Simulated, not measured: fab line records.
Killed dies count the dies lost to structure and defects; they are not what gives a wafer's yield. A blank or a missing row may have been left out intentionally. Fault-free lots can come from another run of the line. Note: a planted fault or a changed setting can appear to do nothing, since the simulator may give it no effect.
Which tool was responsible? | flow gf180mcu | 15 lots with 45 wafers sampled at 3 steps, on a route of 602 steps

WHAT THE GAUGES READ, wafer by wafer
GF_SAB_OVL_MEAS_10. Usual: SAB_OVL typically reads 0.5 nm, with standard deviation 1.4.
lot  | measured     | on         | SAB_OVL (nm)   | flag
L393 | day 15 04:25 | overlay-02 | 1.3 0.6 -0.1   |
L394 | day 15 12:22 | overlay-01 | 1.5 -0.7 0.6   |
L395 | day 15 19:49 | overlay-01 | 2.6 1.0 1.3    |
L396 | day 16 04:40 | overlay-01 | 0.8 1.4 0.2    |
L397 | day 16 16:13 | overlay-02 | -0.4 -0.9 -0.2 |
L398 | day 17 02:34 | overlay-01 | 0.3 0.0 0.3    |
L399 | day 17 07:31 | overlay-01 | 1.1 0.1 0.3    |
L400 | day 17 19:10 | overlay-01 | 3.7 2.2 1.7    |
L401 | day 18 02:07 | overlay-02 | -1.1 0.0 0.8   |
L402 | day 18 10:34 | overlay-01 | 0.0 -0.3 0.2   |
L403 | day 19 01:58 | overlay-02 | 1.5 3.3 3.8    |
L411 | day 22 00:04 | overlay-02 | 0.1 -1.4 0.3   |
L412 | day 22 04:58 | overlay-02 | 0.8 1.5 3.7    |
L413 | day 22 10:40 | overlay-02 | 2.0 0.6 0.6    |
L414 | day 22 17:22 | overlay-02 | 0.3 0.4 1.5    |

GF_V1_THK_MEAS_01. Usual: V1_CVD_00_THK typically reads 599 nm, with standard deviation 7.5.
lot  | measured     | on            | V1_CVD_00_THK (nm) | flag
L393 | day 17 04:56 | film-metro-04 | 609 603 602        |
L394 | day 17 13:09 | film-metro-03 | 601 612 592        |
L395 | day 17 21:25 | film-metro-03 | 603 613 592        |
L396 | day 18 06:47 | film-metro-03 | 592 601 598        |
L397 | day 18 18:42 | film-metro-02 | 594 602 601        |
L398 | day 19 05:03 | film-metro-02 | 589 607 600        |
L399 | day 19 11:30 | film-metro-02 | 605 605 598        |
L400 | day 20 00:02 | film-metro-02 | 590 579 601        |
L411 | day 24 02:56 | film-metro-04 | 603 596 597        |
L412 | day 24 07:02 | film-metro-03 | 601 597 606        |
L413 | day 24 13:11 | film-metro-03 | 600 598 605        |
L414 | day 24 18:41 | film-metro-03 | 599 607 603        |

TOOL THAT RAN EACH LOT (tool first, then ch and the chambers of the sampled wafers, then the start)
lot  | GF_M1_PEB_12
L393 | litho-track-03 ch 0, day 17 03:41
L394 | litho-track-03 ch 0, day 17 11:56
L395 | litho-track-02 ch 0, day 17 20:13
L396 | litho-track-02 ch 0, day 18 05:33
L397 | litho-track-02 ch 0, day 18 17:29
L398 | litho-track-01 ch 0, day 19 03:44
L399 | litho-track-03 ch 0, day 19 10:11
L400 | litho-track-02 ch 0, day 19 22:47
L401 | litho-track-03, day 20 04:53
L402 | litho-track-01, day 20 14:52
L403 | litho-track-03, day 21 05:01
L411 | litho-track-01 ch 0, day 24 01:45
L412 | litho-track-01 ch 0, day 24 05:49
L413 | litho-track-01 ch 0, day 24 11:58
L414 | litho-track-02 ch 0, day 24 17:26
- GF_M1_PEB_12: peb time 90 s.

WHAT THE TOOLS THEMSELVES READ (means of the sampled wafers that have a number; where no wafer has one, the mark that the record gives instead)
GF_M1_PEB_12. Usual: chill-plate-temp-C 22.97 C, standard deviation 0.093; exhaust-pa 44.7 Pa, standard deviation 0.82.
lot  | tool           | chill-plate-temp-C (C) | exhaust-pa (Pa) | flag
L393 | litho-track-03 | 22.96                  | 45.1            |
L394 | litho-track-03 | 22.98                  | 44.4            |
L395 | litho-track-02 | 22.92                  | 44.9            |
L396 | litho-track-02 | 22.95                  | 45.7            |
L397 | litho-track-02 | 23.09                  | 44.6            |
L398 | litho-track-01 | 23.08                  | 45.1            |
L399 | litho-track-03 | 22.85                  | 45.1            |
L400 | litho-track-02 | 22.99                  | 45.3            |
L401 | litho-track-03 | -                      | -               | OFF
L402 | litho-track-01 | -                      | -               | OFF
L403 | litho-track-03 | -                      | -               | OFF
L411 | litho-track-01 | 23.04                  | 44.4            |
L412 | litho-track-01 | 23.05                  | 44.4            |
L413 | litho-track-01 | 22.96                  | 44.0            |
L414 | litho-track-02 | 22.94                  | 44.7            |

THE ANSWER, worked out from the rows above alone
Rule: take the mean of a lot's wafers that have a number; if it is more than 3 standard deviations from the usual mean, the lot is off. A lot without any number at a reading at which 4 lots or more have one is off too. All remaining lots with rows at the step are treated as sound. The gauges are gone through in route order, then the tools' own readings, and for those a lot's mean is taken as printed above. The first step at which some lot is off is used, and at that step the reading that is off furthest; a lot without a number counts as furthest.
Off, at GF_M1_PEB_12 on chill-plate-temp-C: L401, L402, L403. Without a number there: L401, L402, L403.
If a tool, at that step or one of the process steps before it, ran each lot that is off and ran no sound lot following the first of them, it fits. Not one of the candidates tried fits.

WHAT HAD BEEN PUT IN BY THE SIMULATOR
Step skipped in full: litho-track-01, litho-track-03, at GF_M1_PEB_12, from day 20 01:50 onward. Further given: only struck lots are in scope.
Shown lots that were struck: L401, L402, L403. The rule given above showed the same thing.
